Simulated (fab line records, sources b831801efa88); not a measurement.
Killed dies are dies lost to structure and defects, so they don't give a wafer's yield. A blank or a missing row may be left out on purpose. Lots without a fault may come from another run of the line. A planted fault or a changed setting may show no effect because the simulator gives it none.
Problem report in the 8D (eight disciplines) form, filled by code | flow sfq_line | the parts of the form that need people (team, actions taken, sign-off) are left out

1. THE PROBLEM
bias_w at SFQ_TRILAYER_M7_BARC_OPEN_METAL_ETCH_229 reads a mean of 81.82 W on 6 wafers of 2 lots; wafers without a fault read 80.00 W with a standard deviation of 0.24. That is +7.6 standard deviations from the usual mean.
The step: etches BARC in O2, target depth 125 nm, time 41.7 s.
First seen on wafer L658.3, day 67 13:15, on rie_metal-03. The record holds 42 wafers of 14 lots with a number at this step. Rule for "out", or "out of limits": more than 4 standard deviations from the usual mean. The other wafers with a number count as sound.

2. WHAT IT IS AND WHAT IT IS NOT
question                    | is                     | is not
which readings at this step | bias_w                 | chamber_pressure_mTorr, drypump_motor_current_A, oes_product_au
which lots                  | L658, L661             | L650, L651, L652, L653, L654, L660, L666, L667, L668, L671, L672, L673
which wafers of those lots  | all that have a number | -
read on which tools         | rie_metal-03           | rie_metal-01, rie_metal-02
when                        | from day 67 13:15      | up to then (15 sound wafers); but 21 sound wafers of L660, L666, L667, L668, L671, L672, L673 came after

3. SUSPECTS, AND WHAT RULES EACH OUT
Counting: a tool at a process step up to the reading stays a suspect if it ran every lot that is out and no sound lot after the first of them.
- rie_metal-03 at SFQ_TRILAYER_M7_BARC_OPEN_METAL_ETCH_229 (etches BARC in O2, target depth 125 nm, time 41.7 s): ruled out as a lasting fault. Sound lots L672 ran on it after its first lot that is out, L658 (day 67 13:15).
Left after counting: nothing in the record.

4. THE CAUSE (what the simulator had put in)
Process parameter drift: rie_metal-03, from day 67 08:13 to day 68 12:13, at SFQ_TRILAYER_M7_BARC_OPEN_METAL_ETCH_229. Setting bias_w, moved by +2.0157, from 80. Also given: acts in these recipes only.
Counting ruled it out, wrongly.

5. THE CHAIN OF EFFECTS, in route order
Each row: a reading whose mean over the struck wafers that have a number lies more than 3 standard deviations from the usual. Only readings for which the record gives a usual standard deviation are gone through. hours: the time from each lot's start at the first step in this table that gives one to its start at this step, as a median over the lots. sigmas: the change in usual standard deviations.
hours | step                                     | reading | usual   | on struck wafers | change | sigmas
0     | SFQ_TRILAYER_M7_BARC_OPEN_METAL_ETCH_229 | bias_w  | 80.00 W | 81.82            | +1.82  | +7.6
The process steps in it:
- SFQ_TRILAYER_M7_BARC_OPEN_METAL_ETCH_229: etches BARC in O2, target depth 125 nm, time 41.7 s.

6. WHAT WOULD HAVE CAUGHT IT SOONER
In this record the first reading out of limits was taken at day 67 13:15, 5 hours after the fault began at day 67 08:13.
